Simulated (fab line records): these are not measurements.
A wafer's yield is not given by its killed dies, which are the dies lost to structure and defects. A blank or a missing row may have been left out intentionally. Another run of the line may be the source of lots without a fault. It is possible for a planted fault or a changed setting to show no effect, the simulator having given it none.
Which tool did it? ; flow sky130 ; 14 lots, 42 wafers sampled, at 3 steps of a route of 708

== WHAT THE GAUGES READ, wafer by wafer ==
SKY_PASSIVATION_THK_MEAS_03. Usual: PASSIVATION_CVD_02_THK 540 nm, standard deviation 6.4.
lot;measured;on;PASSIVATION_CVD_02_THK (nm);flag
L503;day 43 22:05;film metro-01;544 543 550;
L504;day 43 22:14;film metro-04;534 532 544;
L505;day 44 01:07;film metro-04;540 541 551;
L506;day 44 20:19;film metro-04;538 545 554;
L508;day 45 05:58;film metro-02;538 533 531;
L512;day 46 11:51;film metro-02;530 541 543;
L513;day 46 13:05;film metro-04;539 554 548;
L516;day 47 14:40;film metro-01;544 552 546;
L517;day 47 14:53;film metro-02;542 552 547;
L518;day 48 02:21;film metro-01;543 537 556;
L519;day 48 06:44;film metro-01;543 545 543;
L521;day 48 12:28;film metro-01;537 540 541;
L524;day 48 19:26;film metro-04;537 544 546;
L523;day 49 00:36;film metro-01;536 539 547;

== WHAT TOOL EACH LOT RAN ON (gives the tool, then ch and the chambers of the sampled wafers, and finally the start) ==
lot;SKY_METAL5_SPUTTER_01;SKY_METAL5_SPUTTER_02
L503;pvd sputter-04, day 42 21:20;pvd sputter-04, day 42 21:22
L504;pvd sputter-03, day 42 21:41;pvd sputter-03, day 42 21:43
L505;pvd sputter-01, day 43 00:58;pvd sputter-01, day 43 00:59
L506;pvd sputter-04, day 43 21:16;pvd sputter-04, day 43 21:17
L508;pvd sputter-04, day 44 07:04;pvd sputter-04, day 44 07:05
L512;pvd sputter-01, day 45 14:58;pvd sputter-01, day 45 15:00
L513;pvd sputter-01, day 45 16:16;pvd sputter-01, day 45 16:17
L516;pvd sputter-01, day 46 17:38;pvd sputter-01, day 46 17:40
L517;pvd sputter-03, day 46 18:07;pvd sputter-03, day 46 18:08
L518;pvd sputter-01, day 47 05:04;pvd sputter-01, day 47 05:05
L519;pvd sputter-01, day 47 09:34;pvd sputter-01, day 47 09:35
L521;pvd sputter-03, day 47 15:37;pvd sputter-03, day 47 15:39
L524;pvd sputter-01, day 47 23:43;pvd sputter-01, day 47 23:44
L523;pvd sputter-03, day 48 04:55;pvd sputter-03, day 48 04:56
- SKY_METAL5_SPUTTER_01: material TiN, target thk 20 nm, time 16.7 s.
- SKY_METAL5_SPUTTER_02: material AlCu, target thk 1150 nm, time 61.2 s.

== AS READ BY THE TOOLS THEMSELVES (means over the sampled wafers that have a number; for cases with no such wafer, the mark the record gives instead) ==
SKY_METAL5_SPUTTER_01. Usual: throttle valve pct 30.4 %, standard deviation 0.78.
lot;tool;throttle valve pct (%);flag
L503;pvd sputter-04;30.1;
L504;pvd sputter-03;30.4;
L505;pvd sputter-01;31.2;
L506;pvd sputter-04;30.5;
L508;pvd sputter-04;30.5;
L512;pvd sputter-01;30.2;
L513;pvd sputter-01;31.1;
L516;pvd sputter-01;30.6;
L517;pvd sputter-03;29.7;
L518;pvd sputter-01;30.1;
L519;pvd sputter-01;31.4;
L521;pvd sputter-03;30.8;
L524;pvd sputter-01;30.2;
L523;pvd sputter-03;30.1;

SKY_METAL5_SPUTTER_02. Usual: throttle valve pct 30.4 %, standard deviation 0.77.
lot;tool;throttle valve pct (%);flag
L503;pvd sputter-04;30.3;
L504;pvd sputter-03;30.3;
L505;pvd sputter-01;31.3;
L506;pvd sputter-04;30.4;
L508;pvd sputter-04;30.5;
L512;pvd sputter-01;30.3;
L513;pvd sputter-01;30.9;
L516;pvd sputter-01;30.6;
L517;pvd sputter-03;29.8;
L518;pvd sputter-01;30.2;
L519;pvd sputter-01;31.4;
L521;pvd sputter-03;30.5;
L524;pvd sputter-01;30.4;
L523;pvd sputter-03;30.0;

== THE ANSWER, worked out from the rows above alone ==
Rule: a lot counts as off when the mean over its wafers that have a number is more than 3 standard deviations away from the usual mean. A lot without any number at a reading at which 4 lots or more have one is off too. Where the step has rows for the other lots, those lots are counted as sound. Order of review: gauges by route order, followed by the tools' own readings, for which a lot's mean as printed above is used. The first step at which some lot is off is used, and at that step the reading that is off furthest; a lot without a number counts as furthest.
No lot is off on any of the readings shown, so nothing can be concluded from this.

== WHAT THE SIMULATOR PUT IN ==
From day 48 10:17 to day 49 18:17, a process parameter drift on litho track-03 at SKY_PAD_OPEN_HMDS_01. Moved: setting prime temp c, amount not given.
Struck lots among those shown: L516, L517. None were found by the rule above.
